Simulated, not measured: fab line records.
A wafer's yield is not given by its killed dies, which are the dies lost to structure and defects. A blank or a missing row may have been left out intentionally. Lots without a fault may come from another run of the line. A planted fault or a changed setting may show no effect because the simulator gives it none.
Chamber matching | flow sky130 | 4 sister chambers for SKY_CONTACT_CMP_27 on cmp-01
The step polishes, stops on SiO2, t overpolish 15 s, target thk 0 nm. 8 wafers are shown with their chamber, then 7 later ones without.

WAFERS, EACH WITH ITS CHAMBER
wafer  | chamber | motor-current-A (A) | head-pressure-psi (psi)
L888.6 | 2       | 11.0                | 3.495
L897.2 | 0       | 10.0                | 3.502
L897.5 | 1       | 11.7                | 3.496
L902.1 | 2       | 11.4                | 3.499
L902.3 | 3       | 11.3                | 3.511
L902.6 | 1       | 11.4                | 3.497
L904.1 | 3       | 12.2                | 3.494
L904.2 | 0       | 9.7                 | 3.504

WAFERS WITHOUT THEIR CHAMBER
wafer  | motor-current-A (A) | head-pressure-psi (psi)
L904.4 | 10.4                | 3.495
L906.1 | 9.9                 | 3.510
L906.2 | 11.7                | 3.501
L906.6 | 11.3                | 3.506
L907.1 | 9.5                 | 3.511
L907.2 | 11.4                | 3.508
L907.5 | 11.5                | 3.497

WHICH CHAMBER EACH WENT THROUGH
wafer  | from the rows above               | in truth
L904.4 | can't be placed: 0 or 2 or 1 or 3 | 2
L906.1 | 0                                 | 0
L906.2 | can't be placed: 3 or 1 or 2      | 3
L906.6 | can't be placed: 3 or 2 or 1      | 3
L907.1 | 0                                 | 0
L907.2 | can't be placed: 3 or 2 or 1      | 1
L907.5 | can't be placed: 1 or 2 or 3      | 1
2 of 7 placed correctly. From these rows, 5 cannot be placed; in 5 the true chamber is one of the candidates. Number placed wrongly: 0.
How it was worked out, from the rows above alone: a wafer's distance from a chamber is the root of the sum, over the readings, of the square of ((its reading less the chamber's mean) divided by the reading's scatter). The wafer belongs to the nearest chamber; if the next one is less than 2 further off, it can't be placed. The mean given for a chamber averages the wafers shown for that chamber. How the scatter is found: for the shown wafers, subtract from each reading the mean of its chamber, square and add these, divide the total by (wafers less chambers), then take the root.
